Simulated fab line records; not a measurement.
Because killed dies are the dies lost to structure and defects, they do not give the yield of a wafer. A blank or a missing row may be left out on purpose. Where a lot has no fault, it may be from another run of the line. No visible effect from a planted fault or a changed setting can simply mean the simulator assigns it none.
Problem report, 8D (eight disciplines) form, completed by code -- flow sky130 -- the parts of the form that need people (team, actions taken, sign-off) are left out

## 1. THE ISSUE
Wafers with no fault read 6500.0 W with a standard deviation of 1.2, whereas cathodeDcPowerW at SKY_LOCAL_INTERCONNECT_SPUTTER_00 reads a mean of 6762.0 W on 1 wafer of 1 lot. That is +99 or more standard deviations from the usual mean.
The step: material TiN, target thk 100 nm, time 83.3 s.
The first sign was on wafer L310.5 at day 35 15:30, on pvdSputter-03. At this step, 15 wafers from 5 lots have a number in the record. By rule, "out" or "out of limits" means more than 4 standard deviations away from the usual mean. The rest of the wafers with a number are treated as sound.

## 2. WHAT IT IS AND WHAT IT IS NOT
question,is,is not
which readings at this step,cathodeDcPowerW,throttleValvePct
which lots,L310,"L291, L301, L308, L314"
which wafers of those lots,L310.5,"L310.2, L310.4"
read on which tools,pvdSputter-03,"pvdSputter-02, pvdSputter-04"
when,from day 35 15:30,up to then (11 sound wafers); but 3 sound wafers of L314 came after

## 3. WHAT RULES OUT EACH SUSPECT
Counting: if a tool at a process step up to the reading ran every lot that is out, it stays a suspect. Sound lots after the first of them don't rule it out here, since some wafers of a struck lot are sound.
- rieDiel-04 at SKY_LI_CONTACT_ETCH_14 (etches BARC in N2/H2, stops on SiO2, time 45.9 s, target depth 60 nm): kept. It processed L310, the lot that is out, at day 35 14:18, and its most recent sound lot before then was L291 at day 29 19:54.
- rieDiel-04 at SKY_LI_CONTACT_ETCH_15 (etches PSG in C4F8/O2/Ar, stops on Si, target depth 600 nm): kept. It processed L310, the lot that is out, at day 35 14:20, and its most recent sound lot before then was L291 at day 29 19:56.
- plasmaAsher-03 at SKY_LI_CONTACT_STRIP_16 (strips in O2/N2): kept. It processed L310, the lot that is out, at day 35 14:26, and its most recent sound lot before then was L308 at day 35 05:38.
- pvdSputter-04 at SKY_LI_CONTACT_SPUTTER_19 (material Ti, target thk 20 nm, time 106.37 s): kept. It ran the lot that is out, L310 (day 35 14:46).
- pvdSputter-03 at SKY_LOCAL_INTERCONNECT_SPUTTER_00 (material TiN, target thk 100 nm, time 83.3 s): kept. It processed L310, the lot that is out, at day 35 15:30, and its most recent sound lot before then was L291 at day 29 21:04. On those wafers its own readings are out: cathodeDcPowerW.
- In rieDiel-04 at SKY_LI_CONTACT_ETCH_14, the wafers that are out were processed in chamber 3 and their sound lot-mates in chambers 0, 1.
- In rieDiel-04 at SKY_LI_CONTACT_ETCH_15, the wafers that are out were processed in chamber 3 and their sound lot-mates in chambers 0, 1.
Left after counting: rieDiel-04 at SKY_LI_CONTACT_ETCH_14, rieDiel-04 at SKY_LI_CONTACT_ETCH_15, plasmaAsher-03 at SKY_LI_CONTACT_STRIP_16, pvdSputter-04 at SKY_LI_CONTACT_SPUTTER_19, pvdSputter-03 at SKY_LOCAL_INTERCONNECT_SPUTTER_00.

## 4. THE CAUSE (what the simulator had put in)
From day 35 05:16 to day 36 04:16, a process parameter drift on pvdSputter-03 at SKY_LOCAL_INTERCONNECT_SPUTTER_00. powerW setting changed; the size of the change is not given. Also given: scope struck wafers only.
After counting, 5 suspects remain, this tool included.

## 5. THE EFFECT CHAIN, in route order
Each row: a reading whose mean over the struck wafers that have a number lies more than 3 standard deviations from the usual. Scope: only readings with a usual standard deviation given in the record; hours: median across lots of the time from each lot's start at the first step in this table that gives one to its start at this step; sigmas: change in usual standard deviations.
hours,step,reading,usual,on struck wafers,change,sigmas
0,SKY_LOCAL_INTERCONNECT_SPUTTER_00,cathodeDcPowerW,6500.0 W,6762.0,+262.0,+99 or more
27,SKY_LOCAL_INTERCONNECT_METAL_ETCH_14,oesProductAu,0.940 a.u.,0.967,+0.027,+3.7
The process steps in it:
- SKY_LOCAL_INTERCONNECT_SPUTTER_00: material TiN, target thk 100 nm, time 83.3 s.
- SKY_LOCAL_INTERCONNECT_METAL_ETCH_14: etches TiN in Cl2/BCl3, stops on PSG, target depth 110 nm, time 31.4 s.
At these later measuring or inspecting steps, every struck wafer for which the step has a row has a number for every such reading, and none has moved that far: SKY_LOCAL_INTERCONNECT_RS_MEAS_01, SKY_LOCAL_INTERCONNECT_THK_MEAS_02, SKY_LOCAL_INTERCONNECT_CD_MEAS_11, SKY_LOCAL_INTERCONNECT_OVL_MEAS_12.

## 6. WHAT WOULD HAVE CAUGHT IT SOONER
In this record no reading fell out of limits until day 35 15:30, 10 hours after the fault had begun at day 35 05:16.
